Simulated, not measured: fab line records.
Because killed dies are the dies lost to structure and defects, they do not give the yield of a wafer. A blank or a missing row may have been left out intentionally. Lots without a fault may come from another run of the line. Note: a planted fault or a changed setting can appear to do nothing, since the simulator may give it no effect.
fab line records | flow sky130
record lots=6 wafers=18 lastDay=50
route steps=708 shown LDD_N@239 PAD_OPEN@708
lots that met no fault: taken from a fault-free run of the same line
startH: hours from the record's first day to the start of the lot's first wafer shown | waitH: how many hours have passed since the lot's step before this one | " repeats the value in the row above | L1.1+2: a row that stands for several wafers | - no value present, or no start provided | * or withheld: withheld | < > ~ a bound
route shown NAME@n: a module of which the file shows steps, and the number in the route of the first | usual: mean/standard deviation of fault-free wafers | same: alike in all rows | chamber/n: place in a boat | sites: each site's reading | _std_site: their standard deviation | _edge_site: inner sites' mean taken away from outer sites' mean | radiusMm: for every site, how far away it sits from the centre of the wafer | mask NAME#n: copy n | behind: the tool/chamber that last shaped the wafer | hold: why the lot went on hold/how many hours it stayed there/how the hold came to an end | device: transistor that didn't switch, given as n, p or np | end of line: the tests these same wafers got at the end of their route | a step with no rows: only its recipe | killed: at the first sort, the dies lost to defects and structure; wafer yield is something else | map: the dies of a wafer, with x for killed, . for not killed, _ for no die there
set.NAME: the run value of the setting; set.NAME@STEP: its run value at that earlier step | model.NAME: the simulator's own value behind a step, which no gauge read
certain route steps with their lots: each step a table, each wafer a row
services: from which hour (startH, from the record's first day; less than 0 if before it) a tool's chamber was out of use, for how many hours, and why
## steps
# step SKY_LDD_N_COAT_02
# recipe resist=NOVOLAK spinRpm=3000 resistThkNm=300
# step SKY_LDD_N_SOFTBAKE_03
# recipe tempC=90 timeS=60 resist=NOVOLAK
# step SKY_LDD_N_EXPOSE_04
# recipe maskId=NTM targetCdNm=840 na=0.6 sourceShape=conventional sigmaOuter=0.6 doseMj=110
# step SKY_LDD_N_PEB_05
# recipe tempC=withheld timeS=* resist=NOVOLAK
# step SKY_LDD_N_DEVELOP_06
# recipe developTimeS=60 devTempC=23
# step SKY_LDD_N_OVL_MEAS_07
# usual LDD_N_OVL=-0.1/1.3
# columns lot.wafer tool chamber startH waitH LDD_N_OVL[nm]
L453.2 overlay-01 - 422.64 0.1 1.2
L453.3 " - " " 0.7
L453.5 " - " " -0.3
L455.2 overlay-01 - 445.39 0.1 -0.8
L455.4 " - " " -0.8
L455.5 " - " " -1.3
L459.2 overlay-02 - 484.84 0.1 0.8
L459.3 " - " " -0.2
L459.4 " - " " -1.1
L466.4 overlay-01 - 547.11 0.1 -0.3
L466.5 " - " " 1.3
L466.6 " - " " 0.5
L470.2 overlay-02 - 572.55 0.1 0.9
L470.3 " - " " -0.1
L470.5 " - " " 0.2
L471.2 overlay-01 - 582.65 0.1 0.7
L471.3 " - " " -0.9
L471.5 " - " " 0.1
# step SKY_LDD_N_IMPLANT_08
# recipe species=As energyKev=20 doseCm2=7.5e+13 tiltDeg=withheld rotationDeg=23
# step SKY_LDD_N_IMPLANT_09
# recipe species=As energyKev=20 doseCm2=7.5e+13 tiltDeg=withheld rotationDeg=113
# step SKY_LDD_N_IMPLANT_10
# recipe species=As energyKev=20 doseCm2=7.5e+13 tiltDeg=withheld rotationDeg=203
# step SKY_LDD_N_IMPLANT_11
# recipe species=As energyKev=20 doseCm2=7.5e+13 tiltDeg=withheld rotationDeg=293
# step SKY_LDD_N_IMPLANT_12
# recipe species=BF2 energyKev=50 doseCm2=5e+12 tiltDeg=30 rotationDeg=0
# step SKY_LDD_N_IMPLANT_13
# recipe species=BF2 energyKev=50 doseCm2=5e+12 tiltDeg=30 rotationDeg=90
# step SKY_LDD_N_IMPLANT_14
# recipe species=BF2 energyKev=50 doseCm2=5e+12 tiltDeg=30 rotationDeg=180
# usual rotationDeg=180.00/0.035
# columns lot.wafer tool chamber startH waitH rotationDeg
L453.2 implanter-03 0 423.60 0.1 180.00
L453.3 " 0 " " 179.92
L453.5 " 0 " " 179.97
L455.2 implanter-03 0 446.35 0.1 402.23
L455.4 " 0 " " 402.24
L455.5 " 0 " " 402.23
L459.2 implanter-03 0 485.80 0.1 402.32
L459.3 " 0 " " 402.22
L459.4 " 0 " " 402.22
L466.4 implanter-01 0 548.10 0.1 179.90
L466.5 " 0 " " 179.94
L466.6 " 0 " " 179.94
L470.2 implanter-01 0 573.50 0.1 180.06
L470.3 " 0 " " 180.01
L470.5 " 0 " " 179.99
L471.2 implanter-01 0 583.61 0.1 180.02
L471.3 " 0 " " 180.04
L471.5 " 0 " " 179.99
# step SKY_LDD_N_IMPLANT_15
# recipe species=BF2 energyKev=50 doseCm2=5e+12 tiltDeg=30 rotationDeg=270
# step SKY_PAD_OPEN_PROBE_99
# usual killed_at_M0_to_M3=43/7.3 killed_at_M4_up=3.1/1.8 killedAtContacts=24/5.4 killedAtFrontEnd=15/4.1 killedAtOther=0.2/0.52 killedDies=86/10 killedOpen=47/7.3 killedShort=39/6.4
# same grossDies=492 killedAtBackSide=0
# columns lot.wafer tool chamber startH waitH killed_at_M0_to_M3 killed_at_M4_up killedAtContacts killedAtFrontEnd killedAtOther killedDies killedOpen killedShort model.etest.nfet_01v8_swapped.offLog10AUm model.etest.nfet_01v8_lvt.vtSatV model.etest.nfet_01v8_swapped.vtSatV model.etest.nfet_01v8.vtSatV model.etest.sramNfetPass.vtSatV
L453.2 prober-02 - 1092.16 0.1 52 2 23 11 0 88 51 37 -13.31 0.5241 0.6325 0.6362 0.5148
L453.3 prober-02 - 1092.21 0.2 35 7 24 17 0 83 47 36 -13.31 0.5307 0.6441 0.6438 0.513
L453.5 prober-02 - 1092.31 0.2 53 6 28 22 0 109 62 47 -13.29 0.5324 0.644 0.6441 0.516
L455.2 prober-02 - 1104.36 0.1 43 7 24 21 0 95 55 39 -13.27 0.5899 0.6006 0.6945 0.5768
L455.4 prober-02 - 1104.46 0.2 44 5 16 18 1 84 45 39 -13.18 0.5873 0.6009 0.6903 0.5878
L455.5 prober-02 - 1104.51 0.2 31 1 24 15 0 71 37 34 -13.16 0.5872 0.5932 0.6907 0.5738
L459.2 prober-02 - 1132.14 0.1 31 3 28 16 0 78 50 28 -13.05 0.5808 0.5838 0.6732 0.5714
L459.3 prober-02 - 1132.19 0.2 44 2 19 16 0 81 48 33 -13.03 0.5681 0.5792 0.6648 0.5465
L459.4 prober-02 - 1132.24 0.2 51 2 36 15 0 104 60 44 -13.18 0.5815 0.5824 0.6742 0.562
L466.4 prober-01 - 1168.87 0.2 34 3 19 15 0 71 39 32 -13.48 0.5531 0.6733 0.6667 0.5609
L466.5 prober-01 - 1168.92 0.2 55 5 24 14 0 98 52 46 -13.39 0.5491 0.6622 0.6628 0.5704
L466.6 prober-01 - 1168.97 0.2 43 2 25 11 1 82 47 35 -13.31 0.5473 0.6626 0.6624 0.5438
L470.2 prober-01 - 1185.18 0.1 40 0 19 14 0 73 40 33 -13.12 0.5363 0.6455 0.6426 0.5177
L470.3 prober-01 - 1185.23 0.2 51 4 30 11 0 96 57 39 -13.3 0.5395 0.6458 0.6462 0.5548
L470.5 prober-01 - 1185.33 0.2 45 4 22 13 0 84 40 44 -13.23 0.5316 0.6416 0.64 0.4928
L471.2 prober-02 - 1190.68 0.1 34 7 24 21 0 86 53 33 -13.36 0.5381 0.6581 0.6524 0.5395
L471.3 prober-02 - 1190.73 0.2 51 7 27 14 0 99 51 48 -13.4 0.5427 0.66 0.6541 0.5551
L471.5 prober-02 - 1190.83 0.2 39 7 32 21 0 99 46 53 -13.36 0.5321 0.6478 0.6431 0.5371
# killed by level:class
L453.2 VIA1:geometricParticle:open=15 VIA3:geometricParticle:open=10 CONTACT:geometricParticle:open=9 LI_CONTACT:geometricParticle:open=7 VIA1:geometricParticle:short=6 METAL1:geometricParticle:short=4 VIA2:geometricParticle:open=4 VIA3:geometricParticle:short=4
L453.3 LI_CONTACT:geometricParticle:open=12 VIA1:geometricParticle:open=9 FIELD_ISO:geometricParticle:short=5 CONTACT:geometricParticle:short=5 VIA1:geometricParticle:short=5 VIA2:geometricParticle:short=5 POLY_GATE:geometricParticle:short=4 CONTACT:geometricParticle:open=4
L453.5 VIA1:geometricParticle:open=12 LI_CONTACT:geometricParticle:open=11 VIA2:geometricParticle:open=8 FIELD_ISO:geometricParticle:open=7 VIA3:geometricParticle:open=7 CONTACT:geometricParticle:open=7 LI_CONTACT:geometricParticle:short=5 POLY_GATE:geometricParticle:short=5
L455.2 VIA1:geometricParticle:open=12 LI_CONTACT:geometricParticle:open=9 CONTACT:geometricParticle:open=9 FIELD_ISO:geometricParticle:open=8 METAL2:geometricParticle:short=8 VIA3:geometricParticle:open=6 METAL4:geometricParticle:short=5 FIELD_ISO:geometricParticle:short=4
L455.4 VIA1:geometricParticle:open=13 VIA3:geometricParticle:open=8 METAL1:geometricParticle:short=6 CONTACT:geometricParticle:open=6 FIELD_ISO:geometricParticle:short=5 LI_CONTACT:geometricParticle:open=4 VIA1:geometricParticle:short=4 VIA2:geometricParticle:open=4
L455.5 CONTACT:geometricParticle:open=11 LI_CONTACT:geometricParticle:open=7 VIA1:geometricParticle:open=7 METAL2:geometricParticle:short=6 POLY_GATE:geometricParticle:open=4 METAL3:geometricParticle:short=4 METAL1:geometricParticle:short=4 FIELD_ISO:geometricParticle:open=3
L459.2 CONTACT:geometricParticle:open=16 VIA1:geometricParticle:open=9 FIELD_ISO:geometricParticle:short=6 FIELD_ISO:geometricParticle:open=4 LI_CONTACT:geometricParticle:open=4 METAL1:geometricParticle:short=4 METAL1:geometricParticle:open=4 VIA2:geometricParticle:open=4
L459.3 VIA1:geometricParticle:open=9 CONTACT:geometricParticle:open=8 METAL2:geometricParticle:short=8 VIA2:geometricParticle:open=8 VIA3:geometricParticle:open=6 FIELD_ISO:geometricParticle:open=5 POLY_GATE:geometricParticle:open=5 LI_CONTACT:geometricParticle:open=5
L459.4 CONTACT:geometricParticle:open=12 VIA2:geometricParticle:open=11 VIA1:geometricParticle:open=11 LI_CONTACT:geometricParticle:open=9 CONTACT:geometricParticle:short=8 LOCAL_INTERCONNECT:geometricParticle:short=7 METAL1:geometricParticle:short=7 FIELD_ISO:geometricParticle:open=5
L466.4 CONTACT:geometricParticle:open=8 VIA2:geometricParticle:open=7 VIA1:geometricParticle:open=7 FIELD_ISO:geometricParticle:short=6 LI_CONTACT:geometricParticle:open=6 VIA1:geometricParticle:short=4 METAL2:geometricParticle:short=4 VIA3:geometricParticle:open=4
L466.5 VIA1:geometricParticle:open=13 CONTACT:geometricParticle:open=9 METAL1:geometricParticle:short=7 VIA1:geometricParticle:short=7 VIA3:geometricParticle:open=7 LI_CONTACT:geometricParticle:open=6 VIA3:geometricParticle:short=6 CONTACT:geometricParticle:short=5
L466.6 VIA1:geometricParticle:open=10 VIA2:geometricParticle:open=10 CONTACT:geometricParticle:open=6 LI_CONTACT:geometricParticle:open=5 LOCAL_INTERCONNECT:geometricParticle:short=5 CONTACT:geometricParticle:short=5 FIELD_ISO:geometricParticle:short=3 FIELD_ISO:geometricParticle:open=3
L470.2 VIA2:geometricParticle:open=11 VIA1:geometricParticle:open=10 FIELD_ISO:geometricParticle:open=6 LI_CONTACT:geometricParticle:open=5 LOCAL_INTERCONNECT:geometricParticle:short=5 VIA1:geometricParticle:short=5 METAL2:geometricParticle:short=5 METAL1:geometricParticle:short=4
L470.3 VIA3:geometricParticle:open=14 CONTACT:geometricParticle:open=11 LI_CONTACT:geometricParticle:open=8 VIA1:geometricParticle:open=8 VIA2:geometricParticle:open=8 METAL2:geometricParticle:short=7 CONTACT:geometricParticle:short=4 LOCAL_INTERCONNECT:geometricParticle:short=4
L470.5 METAL1:geometricParticle:short=8 METAL2:geometricParticle:short=8 LI_CONTACT:geometricParticle:open=7 VIA1:geometricParticle:open=7 VIA2:geometricParticle:open=6 CONTACT:geometricParticle:open=5 CONTACT:geometricParticle:short=5 FIELD_ISO:geometricParticle:short=4
L471.2 VIA1:geometricParticle:open=12 LI_CONTACT:geometricParticle:open=11 VIA3:geometricParticle:open=7 FIELD_ISO:geometricParticle:open=6 CONTACT:geometricParticle:open=6 METAL1:geometricParticle:short=6 FIELD_ISO:geometricParticle:short=3 METAL4:geometricParticle:short=3
L471.3 VIA1:geometricParticle:open=16 CONTACT:geometricParticle:open=10 METAL1:geometricParticle:short=8 POLY_GATE:geometricParticle:short=6 LI_CONTACT:geometricParticle:open=6 VIA3:geometricParticle:open=6 VIA1:geometricParticle:short=6 POLY_GATE:geometricParticle:open=5
L471.5 CONTACT:geometricParticle:open=13 CONTACT:geometricParticle:short=8 VIA1:geometricParticle:open=7 METAL4:geometricParticle:short=6 LOCAL_INTERCONNECT:geometricParticle:short=6 VIA3:geometricParticle:open=6 METAL2:geometricParticle:short=5 VIA1:geometricParticle:short=5
## services
# columns tool chamber startH hours kind
implanter-03 - 420.01 2.3 repair
implanter-01 - 456.49 6.4 repair
implanter-03 - 461.44 5.3 pm
implanter-01 - 522.30 2.5 repair
implanter-03 - 543.57 42.0 pm
## key
firstSign step=SKY_LDD_N_IMPLANT_14 reading=rotationDeg direction=up sigmas=99+ usual=180.00 struck=402.24
effect none on later readings
modelEffect step=SKY_PAD_OPEN_PROBE_99 value=etest.nfet_01v8_swapped.offLog10AUm without=-13.28 struck=-13.14
metAt SKY_LDD_N_IMPLANT_14
struckWafers L455.2,L455.4,L455.5,L459.2,L459.3,L459.4
testerLeftOut L455,L459
onsetBetween 423.60 446.35
fault kind=processParameterDrift tool=implanter-03 chamber=- onsetH=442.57 steps=SKY_LDD_N_IMPLANT_14 channel=rotationDeg offset=222.24 shape=step endH=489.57 actsIn=theseRecipesOnly stated=180
# testerLeftOut: of these lots the tester's yield and bins aren't shown, on N5 and GAA mostly nor the transistor test; their killed dies are dies lost to structure and defects alone, not to doping, threshold or leakage, so they don't give the yield
